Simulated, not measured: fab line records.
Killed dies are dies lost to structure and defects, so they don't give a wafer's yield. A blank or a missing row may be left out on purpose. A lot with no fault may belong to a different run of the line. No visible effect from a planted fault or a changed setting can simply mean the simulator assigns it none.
A sampling plan put to the test | flow sky130 | one fab line, 40 faults that these records tell of, each judged on the records of the lots that it struck
What counts as the plan is the set of the line's own looks, namely the steps on the route at which a gauge or an inspection reads a wafer and does not change it. Where struck wafers have a number at a look and the file lists that look's usual mean and standard deviation on fault-free wafers, the look can be judged. Caught: a look later than the fault's first step finds the struck wafers' mean 4 or more of those standard deviations (sigma) from the usual mean. On the tool: the identical test, applied to the tool's own readings at the steps of the fault. Also counted as caught: the struck wafers showing another recipe, or a record that is empty for them alone.

== THE FAULTS, as the simulator had put them in ==
1. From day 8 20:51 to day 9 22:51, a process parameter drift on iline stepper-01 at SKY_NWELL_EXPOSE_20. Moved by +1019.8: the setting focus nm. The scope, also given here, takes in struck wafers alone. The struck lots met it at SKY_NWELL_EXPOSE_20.
2. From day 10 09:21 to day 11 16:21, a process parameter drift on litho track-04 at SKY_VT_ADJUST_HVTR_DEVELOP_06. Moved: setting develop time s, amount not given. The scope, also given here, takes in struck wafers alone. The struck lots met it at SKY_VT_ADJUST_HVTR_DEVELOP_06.
3. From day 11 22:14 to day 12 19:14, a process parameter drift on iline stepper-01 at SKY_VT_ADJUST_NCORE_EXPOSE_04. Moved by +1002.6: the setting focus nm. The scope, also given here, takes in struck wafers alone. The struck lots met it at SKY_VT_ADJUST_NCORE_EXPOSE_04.
4. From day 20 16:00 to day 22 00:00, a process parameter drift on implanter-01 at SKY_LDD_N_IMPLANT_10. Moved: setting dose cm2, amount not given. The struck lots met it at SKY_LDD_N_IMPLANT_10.
5. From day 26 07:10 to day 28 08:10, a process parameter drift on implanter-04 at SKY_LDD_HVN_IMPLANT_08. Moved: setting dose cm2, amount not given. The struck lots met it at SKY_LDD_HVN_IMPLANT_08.
6. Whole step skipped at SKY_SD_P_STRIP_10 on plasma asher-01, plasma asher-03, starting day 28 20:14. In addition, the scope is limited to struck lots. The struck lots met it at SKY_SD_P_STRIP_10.
7. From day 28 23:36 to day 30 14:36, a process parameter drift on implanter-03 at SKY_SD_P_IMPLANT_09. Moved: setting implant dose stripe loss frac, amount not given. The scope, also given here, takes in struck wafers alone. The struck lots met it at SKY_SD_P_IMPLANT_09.
8. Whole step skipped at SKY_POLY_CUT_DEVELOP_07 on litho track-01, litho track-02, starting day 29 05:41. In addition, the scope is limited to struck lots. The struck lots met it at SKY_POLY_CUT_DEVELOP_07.
9. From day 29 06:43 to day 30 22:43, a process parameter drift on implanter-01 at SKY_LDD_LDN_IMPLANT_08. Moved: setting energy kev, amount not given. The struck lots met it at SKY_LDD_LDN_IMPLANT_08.
10. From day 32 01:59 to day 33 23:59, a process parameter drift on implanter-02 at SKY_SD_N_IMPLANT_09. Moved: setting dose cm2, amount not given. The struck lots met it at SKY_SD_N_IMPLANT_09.
11. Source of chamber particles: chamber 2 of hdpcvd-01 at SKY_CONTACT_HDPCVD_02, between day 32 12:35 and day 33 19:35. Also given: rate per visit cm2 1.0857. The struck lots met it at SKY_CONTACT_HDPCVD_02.
12. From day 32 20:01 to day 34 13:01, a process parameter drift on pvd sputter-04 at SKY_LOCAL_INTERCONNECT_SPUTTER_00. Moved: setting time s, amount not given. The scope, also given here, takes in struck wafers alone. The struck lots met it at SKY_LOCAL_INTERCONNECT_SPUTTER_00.
13. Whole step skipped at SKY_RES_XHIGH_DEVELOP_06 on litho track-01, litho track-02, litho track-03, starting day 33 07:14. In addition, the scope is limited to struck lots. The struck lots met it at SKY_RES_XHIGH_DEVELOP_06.
14. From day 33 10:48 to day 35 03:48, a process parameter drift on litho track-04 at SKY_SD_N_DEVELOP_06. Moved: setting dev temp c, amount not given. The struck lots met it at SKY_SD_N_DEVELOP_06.
15. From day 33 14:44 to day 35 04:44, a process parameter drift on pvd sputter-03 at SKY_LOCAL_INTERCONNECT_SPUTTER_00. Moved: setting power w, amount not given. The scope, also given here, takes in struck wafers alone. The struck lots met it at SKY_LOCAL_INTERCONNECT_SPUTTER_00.
16. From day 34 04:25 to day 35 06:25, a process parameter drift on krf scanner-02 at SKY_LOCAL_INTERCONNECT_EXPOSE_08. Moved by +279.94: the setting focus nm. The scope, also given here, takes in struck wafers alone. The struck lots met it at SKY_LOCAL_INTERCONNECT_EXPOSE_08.
17. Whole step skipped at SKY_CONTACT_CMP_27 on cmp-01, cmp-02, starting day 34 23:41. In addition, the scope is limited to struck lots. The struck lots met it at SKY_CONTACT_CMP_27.
18. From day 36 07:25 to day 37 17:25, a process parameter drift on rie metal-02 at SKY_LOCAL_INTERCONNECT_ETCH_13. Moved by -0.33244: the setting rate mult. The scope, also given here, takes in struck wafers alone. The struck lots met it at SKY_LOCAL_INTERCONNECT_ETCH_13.
19. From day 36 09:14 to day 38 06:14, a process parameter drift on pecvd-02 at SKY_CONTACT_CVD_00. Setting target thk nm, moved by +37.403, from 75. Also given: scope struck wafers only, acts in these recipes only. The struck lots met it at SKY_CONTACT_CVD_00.
20. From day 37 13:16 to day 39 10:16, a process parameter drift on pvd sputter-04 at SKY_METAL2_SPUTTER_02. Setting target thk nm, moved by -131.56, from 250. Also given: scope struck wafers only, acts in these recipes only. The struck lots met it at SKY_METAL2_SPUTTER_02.
21. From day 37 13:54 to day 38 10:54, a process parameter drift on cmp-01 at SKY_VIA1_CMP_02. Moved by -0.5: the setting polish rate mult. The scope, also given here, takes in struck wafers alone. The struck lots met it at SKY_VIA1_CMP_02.
22. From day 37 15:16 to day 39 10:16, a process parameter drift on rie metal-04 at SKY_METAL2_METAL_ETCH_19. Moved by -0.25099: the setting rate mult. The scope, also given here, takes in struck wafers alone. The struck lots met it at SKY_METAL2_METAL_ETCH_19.
23. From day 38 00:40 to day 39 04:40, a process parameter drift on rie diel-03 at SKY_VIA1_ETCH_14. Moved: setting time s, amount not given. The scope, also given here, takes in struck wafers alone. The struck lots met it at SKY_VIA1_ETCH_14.
24. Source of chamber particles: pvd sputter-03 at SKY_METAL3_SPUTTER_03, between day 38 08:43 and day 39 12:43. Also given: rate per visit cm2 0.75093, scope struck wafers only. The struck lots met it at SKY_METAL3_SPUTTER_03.
25. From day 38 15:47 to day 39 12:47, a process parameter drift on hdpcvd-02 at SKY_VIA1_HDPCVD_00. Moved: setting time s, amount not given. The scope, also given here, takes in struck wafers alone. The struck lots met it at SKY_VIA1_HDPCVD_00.
26. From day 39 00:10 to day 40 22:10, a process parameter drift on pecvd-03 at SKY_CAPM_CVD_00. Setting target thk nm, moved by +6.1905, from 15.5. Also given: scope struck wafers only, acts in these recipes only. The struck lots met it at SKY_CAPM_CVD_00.
27. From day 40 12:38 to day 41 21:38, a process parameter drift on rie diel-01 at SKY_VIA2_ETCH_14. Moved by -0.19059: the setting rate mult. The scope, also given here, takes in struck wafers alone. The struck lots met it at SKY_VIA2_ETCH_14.
28. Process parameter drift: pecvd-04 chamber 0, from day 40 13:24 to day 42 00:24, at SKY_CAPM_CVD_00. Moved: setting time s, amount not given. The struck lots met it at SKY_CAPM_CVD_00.
29. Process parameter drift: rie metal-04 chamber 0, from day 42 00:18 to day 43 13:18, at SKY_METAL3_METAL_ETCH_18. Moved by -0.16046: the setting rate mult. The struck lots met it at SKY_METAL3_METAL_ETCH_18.
30. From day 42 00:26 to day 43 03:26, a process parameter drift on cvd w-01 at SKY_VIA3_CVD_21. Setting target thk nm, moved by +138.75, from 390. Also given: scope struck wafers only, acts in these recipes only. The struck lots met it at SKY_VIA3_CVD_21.
31. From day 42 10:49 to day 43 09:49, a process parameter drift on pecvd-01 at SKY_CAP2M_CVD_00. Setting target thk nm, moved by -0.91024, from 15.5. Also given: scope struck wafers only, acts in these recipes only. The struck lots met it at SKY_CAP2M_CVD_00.
32. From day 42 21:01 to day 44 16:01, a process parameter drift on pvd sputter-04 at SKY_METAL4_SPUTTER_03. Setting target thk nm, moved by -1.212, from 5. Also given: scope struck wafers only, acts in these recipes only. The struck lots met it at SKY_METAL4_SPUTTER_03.
33. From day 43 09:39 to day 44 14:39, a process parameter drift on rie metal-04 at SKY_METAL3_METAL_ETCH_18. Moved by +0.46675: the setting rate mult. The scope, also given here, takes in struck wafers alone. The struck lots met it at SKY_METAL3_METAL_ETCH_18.
34. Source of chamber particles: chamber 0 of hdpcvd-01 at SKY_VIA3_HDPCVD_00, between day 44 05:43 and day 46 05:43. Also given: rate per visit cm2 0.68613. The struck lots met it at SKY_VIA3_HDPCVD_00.
35. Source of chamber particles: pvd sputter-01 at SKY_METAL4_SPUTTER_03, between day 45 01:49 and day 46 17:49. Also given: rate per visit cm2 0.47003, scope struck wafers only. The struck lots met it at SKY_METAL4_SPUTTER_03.
36. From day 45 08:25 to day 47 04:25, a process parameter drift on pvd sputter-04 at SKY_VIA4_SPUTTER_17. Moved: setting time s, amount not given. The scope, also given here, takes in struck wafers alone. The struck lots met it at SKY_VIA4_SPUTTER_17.
37. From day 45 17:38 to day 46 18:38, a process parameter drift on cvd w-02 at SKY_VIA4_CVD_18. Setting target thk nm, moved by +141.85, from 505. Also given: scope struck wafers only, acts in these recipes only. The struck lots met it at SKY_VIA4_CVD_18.
38. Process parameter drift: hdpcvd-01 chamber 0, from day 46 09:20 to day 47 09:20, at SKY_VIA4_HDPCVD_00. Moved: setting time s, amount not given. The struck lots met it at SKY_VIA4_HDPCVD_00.
39. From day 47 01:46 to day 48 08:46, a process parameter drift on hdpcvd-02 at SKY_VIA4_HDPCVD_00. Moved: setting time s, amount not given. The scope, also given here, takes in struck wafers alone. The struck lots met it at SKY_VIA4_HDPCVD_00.
40. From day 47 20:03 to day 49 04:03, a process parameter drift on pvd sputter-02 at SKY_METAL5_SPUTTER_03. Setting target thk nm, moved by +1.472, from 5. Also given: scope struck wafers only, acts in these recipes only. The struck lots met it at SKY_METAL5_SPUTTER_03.

== WHAT THE PLAN SAW ==
fault | on the tool itself                               | first look that catches it                      | reading, sigma                                             | median hours from its first step to that look | hours from the fault's start to the first struck lot there | judged looks passed uncaught
1     | under 2 sigma                                    | none of the 7 looks that can be judged after it | strongest: PWDE_RS at SKY_NWELL_RS_MEAS_31, -2.0           | -                                             | -                                                          | 7
2     | under 2 sigma                                    | SKY_VT_ADJUST_HVTR_CD_MEAS_07                   | cd nm +7.4                                                 | 0.2                                           | 8                                                          | 0
3     | no reading that can be judged                    | SKY_VT_ADJUST_NCORE_CD_MEAS_07                  | cd nm -7.5                                                 | 12.0                                          | 17                                                         | 0
4     | dose ions cm2 +99 or beyond sigma                | SKY_LDD_N_TW_MEAS_17                            | LDD_N_TW +19                                               | 1.0                                           | 4                                                          | 0
5     | dose ions cm2 +99 or beyond sigma                | SKY_LDD_HVN_TW_MEAS_10                          | LDD_HVN_TW +99 or beyond                                   | 0.2                                           | 6                                                          | 0
6     | the tool's record is blank for the struck wafers | SKY_RES_XHIGH_TW_MEAS_09                        | RES_XHIGH_TW -85                                           | 27.8                                          | 31                                                         | 0
7     | no reading that can be judged                    | not the one look that can be judged after it    | strongest: SD_P_RS at SKY_SD_N_RS_MEAS_17, +3.9            | -                                             | -                                                          | 1
8     | no reading that can be judged                    | no look after it can be judged                  | -                                                          | -                                             | -                                                          | 0
9     | beam energy keV +99 or beyond sigma              | none of the 2 looks that can be judged after it | strongest: LDD_LDN_TW at SKY_LDD_LDN_TW_MEAS_13, +3.9      | -                                             | -                                                          | 2
10    | dose ions cm2 -99 or beyond sigma                | SKY_SD_N_RS_MEAS_16                             | SD_N_RS +99 or beyond                                      | 0.7                                           | 35                                                         | 1
11    | under 2 sigma                                    | no look after it can be judged                  | -                                                          | -                                             | -                                                          | 0
12    | under 2 sigma                                    | SKY_LOCAL_INTERCONNECT_RS_MEAS_01               | LOCAL_INTERCONNECT_TIN_RS +17                              | 0.1                                           | 13                                                         | 0
13    | the tool's record is blank for the struck wafers | SKY_RES_XHIGH_TW_MEAS_09                        | RES_XHIGH_TW -85                                           | 0.4                                           | 2                                                          | 0
14    | developer temp C -24 sigma                       | not the one look that can be judged after it    | strongest: cd nm at SKY_SD_N_CD_MEAS_07, +2.9              | -                                             | -                                                          | 1
15    | cathode dc power W +99 or beyond sigma           | SKY_LOCAL_INTERCONNECT_RS_MEAS_01               | LOCAL_INTERCONNECT_TIN_RS -27                              | 0.1                                           | 27                                                         | 0
16    | no reading that can be judged                    | SKY_LOCAL_INTERCONNECT_CD_MEAS_11               | cd nm -35                                                  | 13.1                                          | 25                                                         | 0
17    | the tool's record is blank for the struck wafers | no look after it can be judged                  | -                                                          | -                                             | -                                                          | 0
18    | oes product au -12 sigma                         | not the one look that can be judged after it    | -                                                          | -                                             | -                                                          | 1
19    | under 2 sigma                                    | SKY_CONTACT_THK_MEAS_01                         | CONTACT_CVD_00_THK +33                                     | 0.0                                           | 1                                                          | 0
20    | under 2 sigma                                    | SKY_METAL2_RS_MEAS_05                           | METAL2_ALCU_RS +99 or beyond                               | 0.1                                           | 2                                                          | 0
21    | under 2 sigma                                    | none of the 2 looks that can be judged after it | -                                                          | -                                             | -                                                          | 2
22    | only faintly: oes product au -2.1 sigma          | no look after it can be judged                  | -                                                          | -                                             | -                                                          | 0
23    | run length s -45 sigma                           | no look after it can be judged                  | -                                                          | -                                             | -                                                          | 0
24    | under 2 sigma                                    | none of the 6 looks that can be judged after it | -                                                          | -                                             | -                                                          | 6
25    | run length s -16 sigma                           | not the one look that can be judged after it    | strongest: VIA1_HDPCVD_THK at SKY_VIA1_THK_MEAS_01, -3.5   | -                                             | -                                                          | 1
26    | under 2 sigma                                    | SKY_CAPM_THK_MEAS_01                            | CAPM_CVD_00_THK +21                                        | 0.0                                           | 4                                                          | 0
27    | under 2 sigma                                    | none of the 2 looks that can be judged after it | -                                                          | -                                             | -                                                          | 2
28    | under 2 sigma                                    | SKY_CAPM_THK_MEAS_01                            | CAPM_CVD_00_THK -23                                        | 0.0                                           | 8                                                          | 0
29    | under 2 sigma                                    | no look after it can be judged                  | -                                                          | -                                             | -                                                          | 0
30    | under 2 sigma                                    | SKY_VIA3_RS_MEAS_22                             | VIA3_W_RS -18                                              | 0.1                                           | 0                                                          | 0
31    | under 2 sigma                                    | not the one look that can be judged after it    | strongest: CAP2M_CVD_00_THK at SKY_CAP2M_THK_MEAS_01, -3.3 | -                                             | -                                                          | 1
32    | under 2 sigma                                    | no look after it can be judged                  | -                                                          | -                                             | -                                                          | 0
33    | under 2 sigma                                    | no look after it can be judged                  | -                                                          | -                                             | -                                                          | 0
34    | under 2 sigma                                    | no look after it can be judged                  | -                                                          | -                                             | -                                                          | 0
35    | under 2 sigma                                    | none of the 2 looks that can be judged after it | -                                                          | -                                             | -                                                          | 2
36    | under 2 sigma                                    | no look after it can be judged                  | -                                                          | -                                             | -                                                          | 0
37    | under 2 sigma                                    | SKY_VIA4_RS_MEAS_19                             | VIA4_W_RS -16                                              | 0.2                                           | 11                                                         | 0
38    | run length s +99 or beyond sigma                 | SKY_VIA4_THK_MEAS_01                            | VIA4_HDPCVD_THK +35                                        | 0.2                                           | 9                                                          | 0
39    | run length s +41 sigma                           | SKY_VIA4_THK_MEAS_01                            | VIA4_HDPCVD_THK +5.2                                       | 0.2                                           | 1                                                          | 0
40    | under 2 sigma                                    | no look after it can be judged                  | -                                                          | -                                             | -                                                          | 0
A dash: this means the fault isn't caught or the number doesn't appear in these records.

Caught at a look: 18 of 40. Caught on the tool: 14 of 40. By one or the other: 24 of 40.
On the tool alone, faults 9, 14, 17, 18, 23, 25 were caught.
Caught at a look alone: faults 2, 3, 12, 16, 19, 20, 26, 28, 30, 37.
Caught by neither: faults 1, 7, 8, 11, 21, 22, 24, 27, 29, 31, 32, 33, 34, 35, 36, 40.

== THINNER SAMPLING ==
In the worst case, this is how late the first struck lot would be measured if the look that catches a fault measured only every second or every third lot, by lot number:
fault | struck lots at that look, in order of time | every lot | every second lot | every third lot
2     | L924, L925                                 | 8 h       | 28 h             | may miss all 2
3     | L747, L748                                 | 17 h      | 26 h             | may miss all 2
4     | L595, L598                                 | 4 h       | 19 h             | may miss all 2
5     | L351, L350                                 | 6 h       | 7 h              | may miss all 2
6     | L585, L586                                 | 31 h      | 38 h             | may miss all 2
10    | L647, L646                                 | 35 h      | 39 h             | may miss all 2
12    | L710, L713                                 | 13 h      | 40 h             | may miss all 2
13    | L468, L470, L469                           | 2 h       | 15 h             | 15 h
15    | L303                                       | 27 h      | may miss it      | may miss it
16    | L587, L589                                 | 25 h      | may miss all 2   | may miss all 2
19    | L838, L842                                 | 1 h       | may miss all 2   | may miss all 2
20    | L862, L865                                 | 2 h       | 28 h             | may miss all 2
26    | L493, L495                                 | 4 h       | may miss all 2   | may miss all 2
28    | L889, L891                                 | 8 h       | may miss all 2   | may miss all 2
30    | L401, L402                                 | 0 h       | 8 h              | may miss all 2
37    | L213, L215                                 | 11 h      | may miss all 2   | may miss all 2
38    | L746, L747, L749                           | 9 h       | 11 h             | may miss all 3
39    | L947, L949                                 | 1 h       | may miss all 2   | may miss all 2
Hours: fault start to first struck lot measured. The test against the limit of 4 sigma pooled every struck wafer, which means one lot taken alone may stay below that limit. Other struck lots may not be in these records.

== THE LONGEST TIMED WAY FROM STEP TO LOOK ==
In fault 6, a median of 27.8 hours elapses between SKY_SD_P_STRIP_10 and SKY_RES_XHIGH_TW_MEAS_09. No look between them can be judged.
